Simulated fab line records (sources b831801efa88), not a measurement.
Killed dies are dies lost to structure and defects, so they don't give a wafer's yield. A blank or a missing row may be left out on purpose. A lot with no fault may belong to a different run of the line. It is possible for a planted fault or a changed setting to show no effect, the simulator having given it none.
What tool caused it? + flow gf180mcu + Sampling: 15 lots, 45 wafers, 4 of 602 route steps

WHAT THE GAUGES SHOWED, per wafer
No reading from a measuring or inspecting step in the record can be judged against a usual standard deviation.

WHICH TOOL RAN EACH LOT (tool, then ch and the chambers of the sampled wafers, then the start)
| lot  | GF_TOP_METAL_SPUTTER_00      | GF_TOP_METAL_METAL_ETCH_16        | GF_TOP_METAL_STRIP_17                | GF_PASSIVATION_DEVELOP_10         |
|------|------------------------------|-----------------------------------|--------------------------------------|-----------------------------------|
| L483 | pvd-sputter-02, day 28 07:42 | rie-metal-04 ch 0,1, day 29 02:53 | plasma-asher-03 ch 0,1, day 29 03:05 | litho-track-04 ch 0, day 29 23:00 |
| L484 | pvd-sputter-02, day 28 16:40 | rie-metal-03 ch 0,1, day 29 11:47 | plasma-asher-04 ch 0,1, day 29 11:59 | litho-track-01 ch 0, day 30 07:00 |
| L485 | pvd-sputter-04, day 28 21:21 | rie-metal-03 ch 0,1, day 29 16:44 | plasma-asher-01 ch 0,1, day 29 16:56 | litho-track-01 ch 0, day 30 12:00 |
| L486 | pvd-sputter-04, day 29 14:00 | rie-metal-03 ch 0,1, day 30 09:05 | plasma-asher-03 ch 0, day 30 09:17   | litho-track-02 ch 0, day 31 04:00 |
| L488 | pvd-sputter-02, day 29 22:47 | rie-metal-02 ch 0,1, day 30 17:11 | plasma-asher-04 ch 0,1, day 30 17:23 | litho-track-01 ch 0, day 31 11:00 |
| L489 | pvd-sputter-02, day 30 02:23 | rie-metal-02 ch 0,1, day 30 20:26 | plasma-asher-04 ch 0,1, day 30 20:38 | litho-track-04 ch 0, day 31 14:00 |
| L490 | pvd-sputter-01, day 30 12:22 | rie-metal-02 ch 0,1, day 31 06:44 | plasma-asher-04 ch 0,1, day 31 06:56 | litho-track-01 ch 0, day 32 00:00 |
| L491 | pvd-sputter-01, day 30 16:25 | rie-metal-04 ch 0,1, day 31 10:14 | plasma-asher-03 ch 0,1, day 31 10:26 | litho-track-04 ch 0, day 32 04:00 |
| L492 | pvd-sputter-02, day 30 21:22 | rie-metal-04 ch 0,1, day 31 15:42 | plasma-asher-04 ch 0,1, day 31 15:52 | litho-track-01 ch 0, day 32 09:00 |
| L493 | pvd-sputter-02, day 31 07:02 | rie-metal-04 ch 0,1, day 32 00:25 | plasma-asher-04 ch 0,1, day 32 00:35 | litho-track-02 ch 0, day 32 18:00 |
| L494 | pvd-sputter-02, day 31 12:19 | rie-metal-02 ch 0,1, day 32 05:48 | plasma-asher-04 ch 1, day 32 05:59   | litho-track-04, day 32 23:00      |
| L495 | pvd-sputter-01, day 31 16:46 | rie-metal-03 ch 0,1, day 32 10:17 | plasma-asher-01 ch 0,1, day 32 10:29 | litho-track-02, day 33 03:00      |
| L496 | pvd-sputter-04, day 32 01:22 | rie-metal-02 ch 0,1, day 32 18:29 | plasma-asher-03 ch 0,1, day 32 18:41 | litho-track-04, day 33 10:00      |
| L497 | pvd-sputter-01, day 32 04:08 | rie-metal-04 ch 0, day 32 20:33   | plasma-asher-03 ch 1, day 32 20:52   | litho-track-01 ch 0, day 33 13:00 |
| L501 | pvd-sputter-01, day 33 06:57 | rie-metal-03 ch 0,1, day 33 22:50 | plasma-asher-01 ch 0,1, day 33 23:02 | litho-track-04 ch 0, day 34 14:00 |
- GF_TOP_METAL_SPUTTER_00: material Ti, target thk 37.5 nm, time 150 s.
- GF_TOP_METAL_METAL_ETCH_16: etches the open film in Cl2/BCl3, stops on SiO2, target depth 1197 nm, time 199.5 s.
- GF_TOP_METAL_STRIP_17: strips in O2/N2.
- GF_PASSIVATION_DEVELOP_10: develop time 60 s.

WHAT THE TOOLS THEMSELVES READ (means of the sampled wafers that have a number; where no wafer has one, the mark that the record gives instead)
GF_TOP_METAL_SPUTTER_00.
| lot  | tool           | substrate-temp-c (C) | throttle-valve-pct (%) |
|------|----------------|----------------------|------------------------|
| L483 | pvd-sputter-02 | 200.04               | 29.1                   |
| L484 | pvd-sputter-02 | 200.04               | 29.1                   |
| L485 | pvd-sputter-04 | 199.86               | 30.7                   |
| L486 | pvd-sputter-04 | 199.94               | 29.9                   |
| L488 | pvd-sputter-02 | 200.11               | 29.0                   |
| L489 | pvd-sputter-02 | 200.13               | 29.4                   |
| L490 | pvd-sputter-01 | 200.02               | 29.4                   |
| L491 | pvd-sputter-01 | 199.96               | 29.2                   |
| L492 | pvd-sputter-02 | 200.14               | 29.5                   |
| L493 | pvd-sputter-02 | 200.05               | 29.3                   |
| L494 | pvd-sputter-02 | 199.87               | 29.6                   |
| L495 | pvd-sputter-01 | 200.19               | 29.3                   |
| L496 | pvd-sputter-04 | 199.82               | 30.7                   |
| L497 | pvd-sputter-01 | 199.99               | 30.3                   |
| L501 | pvd-sputter-01 | 199.96               | 29.2                   |

GF_TOP_METAL_METAL_ETCH_16.
| lot  | tool         | drypump-motor-current-A (A) | he-backside-leak-sccm (sccm) | oes-product-au (a.u.) | throttle-valve-pct (%) |
|------|--------------|-----------------------------|------------------------------|-----------------------|------------------------|
| L483 | rie-metal-04 | 6.0                         | 3.55                         | 0.986                 | 28.226                 |
| L484 | rie-metal-03 | 5.6                         | 3.46                         | 0.986                 | 28.231                 |
| L485 | rie-metal-03 | 5.7                         | 3.47                         | 0.994                 | 28.221                 |
| L486 | rie-metal-03 | 5.6                         | 3.50                         | 0.994                 | 28.225                 |
| L488 | rie-metal-02 | 5.8                         | 3.28                         | 0.990                 | 28.226                 |
| L489 | rie-metal-02 | 5.8                         | 3.29                         | 0.991                 | 28.219                 |
| L490 | rie-metal-02 | 5.4                         | 3.28                         | 0.989                 | 28.217                 |
| L491 | rie-metal-04 | 6.0                         | 3.40                         | 0.990                 | 28.234                 |
| L492 | rie-metal-04 | 6.0                         | 3.56                         | 0.986                 | 28.224                 |
| L493 | rie-metal-04 | 6.2                         | 3.49                         | 0.994                 | 28.232                 |
| L494 | rie-metal-02 | 5.4                         | 3.09                         | 0.988                 | 28.219                 |
| L495 | rie-metal-03 | 5.6                         | 3.42                         | 0.987                 | 28.233                 |
| L496 | rie-metal-02 | 5.8                         | 3.24                         | 0.993                 | 28.223                 |
| L497 | rie-metal-04 | 5.7                         | 3.42                         | 0.993                 | 28.236                 |
| L501 | rie-metal-03 | 5.7                         | 3.43                         | 0.984                 | 28.232                 |

GF_TOP_METAL_STRIP_17.
| lot  | tool            | drypump-motor-current-A (A) | heater-power-w (W) | o2-flow-sccm (sccm) | oes-product-au (a.u.) | platen-temp-c (C) | strip-time-to-endpoint-s (s) |
|------|-----------------|-----------------------------|--------------------|---------------------|-----------------------|-------------------|------------------------------|
| L483 | plasma-asher-03 | 6.14                        | 319                | 2994                | 0.708                 | 250.01            | 13.02                        |
| L484 | plasma-asher-04 | 6.31                        | 373                | 3007                | 0.713                 | 250.12            | 13.02                        |
| L485 | plasma-asher-01 | 6.57                        | 364                | 3010                | 0.710                 | 250.15            | 12.91                        |
| L486 | plasma-asher-03 | 5.96                        | 367                | 2996                | 0.706                 | 249.87            | 13.04                        |
| L488 | plasma-asher-04 | 6.28                        | 366                | 3001                | 0.714                 | 249.98            | 12.87                        |
| L489 | plasma-asher-04 | 6.30                        | 376                | 3001                | 0.710                 | 250.17            | 12.96                        |
| L490 | plasma-asher-04 | 6.28                        | 364                | 2997                | 0.716                 | 250.17            | 12.83                        |
| L491 | plasma-asher-03 | 6.03                        | 347                | 3000                | 0.714                 | 250.11            | 12.93                        |
| L492 | plasma-asher-04 | 6.29                        | 363                | 2995                | 0.708                 | 249.94            | 12.93                        |
| L493 | plasma-asher-04 | 6.31                        | 371                | 3002                | 0.710                 | 249.84            | 12.85                        |
| L494 | plasma-asher-04 | 6.30                        | 383                | 3012                | 0.710                 | 249.95            | 12.80                        |
| L495 | plasma-asher-01 | 6.53                        | 354                | 3001                | 0.709                 | 250.03            | 12.96                        |
| L496 | plasma-asher-03 | 6.05                        | 340                | 2998                | 0.710                 | 250.08            | 12.83                        |
| L497 | plasma-asher-03 | 6.23                        | 299                | 2995                | 0.714                 | 250.06            | 12.84                        |
| L501 | plasma-asher-01 | 6.55                        | 356                | 3003                | 0.711                 | 249.86            | 12.98                        |

GF_PASSIVATION_DEVELOP_10.
| lot  | tool           | chill-plate-temp-C (C) |
|------|----------------|------------------------|
| L483 | litho-track-04 | 22.91                  |
| L484 | litho-track-01 | 23.09                  |
| L485 | litho-track-01 | 23.14                  |
| L486 | litho-track-02 | 23.04                  |
| L488 | litho-track-01 | 23.04                  |
| L489 | litho-track-04 | 22.99                  |
| L490 | litho-track-01 | 22.94                  |
| L491 | litho-track-04 | 23.00                  |
| L492 | litho-track-01 | 22.90                  |
| L493 | litho-track-02 | 23.01                  |
| L494 | litho-track-04 | -                      |
| L495 | litho-track-02 | -                      |
| L496 | litho-track-04 | -                      |
| L497 | litho-track-01 | 23.15                  |
| L501 | litho-track-04 | 23.04                  |

THE ANSWER, worked out from the rows above alone
Rule: what is usual is taken from the lots themselves. The widest of any qualifying gaps counts: lots, ordered by their means at a reading, are off when they make up no more than a third of the lots, leave a main group of 4 or more, and stand apart from it by 3 or more times the standard deviation of that group's means. A main group is skipped when, at the precision printed for the reading in the tables above, its means are all equal. Also off: a lot with no number at a reading for which 4 or more lots have one. Where the step has rows for the other lots, those lots are counted as sound. First the gauges in route order, then the tools' own readings, where a lot's mean is used as printed above. The first step at which some lot is off is used, and at that step the reading that is off furthest; a lot without a number counts as furthest.
Off: L494, L495, L496, at GF_PASSIVATION_DEVELOP_10 (chill-plate-temp-C). Without a number there: L494, L495, L496. Main group: mean 23.02 C, sd 0.077.
If a tool, at that step or one of the process steps before it, ran each lot that is off and ran no sound lot following the first of them, it fits. Of those tried, none fits.

WHAT HAD BEEN PUT IN BY THE SIMULATOR
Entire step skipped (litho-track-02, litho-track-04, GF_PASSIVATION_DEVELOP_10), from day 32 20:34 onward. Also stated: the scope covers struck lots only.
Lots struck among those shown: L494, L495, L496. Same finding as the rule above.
